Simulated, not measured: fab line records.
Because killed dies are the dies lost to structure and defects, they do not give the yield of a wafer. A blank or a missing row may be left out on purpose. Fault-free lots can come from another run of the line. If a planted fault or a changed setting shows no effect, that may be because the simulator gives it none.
One fault through the eyes of 2 desks / flow gf180mcu / numbers are kept per desk, each desk with only its own; the story behind them comes last

== METROLOGY DESK ==
What the gauges read, lot by lot, whatever tool the lot ran on: means of the sampled wafers that have a number. Any lot whose mean is over 4 standard deviations away from the usual mean is out of limits and marked OUT; that distance is given in the brackets.
Columns: A = V3_W_THK at GF_V3_THK_MEAS_25, usual 352 nm; B = MIM_ALCU_RS at GF_MIM_RS_MEAS_10, usual 0.1555 ohm/sq; C = MIM_ALCU_THK at GF_MIM_THK_MEAS_11, usual 205.0 nm; D = V5_CVD_00_THK at GF_V5_THK_MEAS_01, usual 311 nm
lot=L905; first seen here=day 22 11:40; A=337; B=0.1559; C=206.0; D=319
lot=L906; first seen here=day 22 19:44; A=343; B=0.1538; C=208.2; D=312
lot=L907; first seen here=day 23 04:41; A=354; B=0.1560; C=206.3; D=311
lot=L909; first seen here=day 24 04:58; A=349; B=0.1568; C=202.5; D=312
lot=L910; first seen here=day 24 07:56; A=356; B=0.1580; C=200.8; D=309
lot=L913; first seen here=day 25 05:08; A=355; B=0.1552; C=205.8; D=313
lot=L914; first seen here=day 25 13:57; A=344; B=0.1546; C=206.3; D=309
lot=L918; first seen here=day 26 21:40; A=346; B=0.1549; C=205.9; D=312
lot=L921; first seen here=day 27 22:32; A=354; B=0.1977 (+22) OUT; C=163.1 (-16) OUT; D=308
lot=L922; first seen here=day 28 01:50; A=349; B=0.1965 (+22) OUT; C=162.2 (-16) OUT; D=309
lot=L923; first seen here=day 28 18:58; A=356; B=0.1567; C=202.1; D=314
Per this desk, out of limits: L921, L922; the first was L921, day 29 17:00 (MIM_ALCU_RS at GF_MIM_RS_MEAS_10). In limits: L905, L906, L907, L909, L910, L913, L914, L918, L923.

== FOR THE TOOL OWNER'S DESK: pvd sputter-01 ==
The tool's own readings at GF_MIM_SPUTTER_08 (material AlCu, target thk 200 nm, time 10.6 s): means of the sampled wafers that have a number, for each lot that ran on this tool. Any lot whose mean is over 4 standard deviations away from the usual mean is out of limits and marked OUT; that distance is given in the brackets.
Columns: A = throttle valve pct at GF_MIM_SPUTTER_08, usual 30.1 %
lot=L906; first seen here=day 24 20:32; A=29.9
lot=L910; first seen here=day 26 07:36; A=30.8
lot=L914; first seen here=day 27 10:31; A=30.0
lot=L918; first seen here=day 28 16:13; A=29.8
lot=L921; first seen here=day 29 16:57; A=30.0
lot=L922; first seen here=day 29 19:39; A=30.1
Finding of this desk: none of the 6 lots has anything out of limits.

== TAKEN TOGETHER ==
The metrology desk could have raised an alarm at day 29 17:00, on L921, L922.
Nothing out of limits was seen by the tool owner's desk.
The tool owner's desk has L921, L922 on record, within its limits.
Of the lots named, all ran GF_MIM_SPUTTER_08 on pvd sputter-01.

== WHAT THE SIMULATOR PUT IN ==
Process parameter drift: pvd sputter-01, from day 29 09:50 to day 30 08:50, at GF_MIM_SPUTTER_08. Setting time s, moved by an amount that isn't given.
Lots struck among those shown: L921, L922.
Time in hours between the start of the fault and the first out-of-limits reading at each desk: metrology desk, 7.
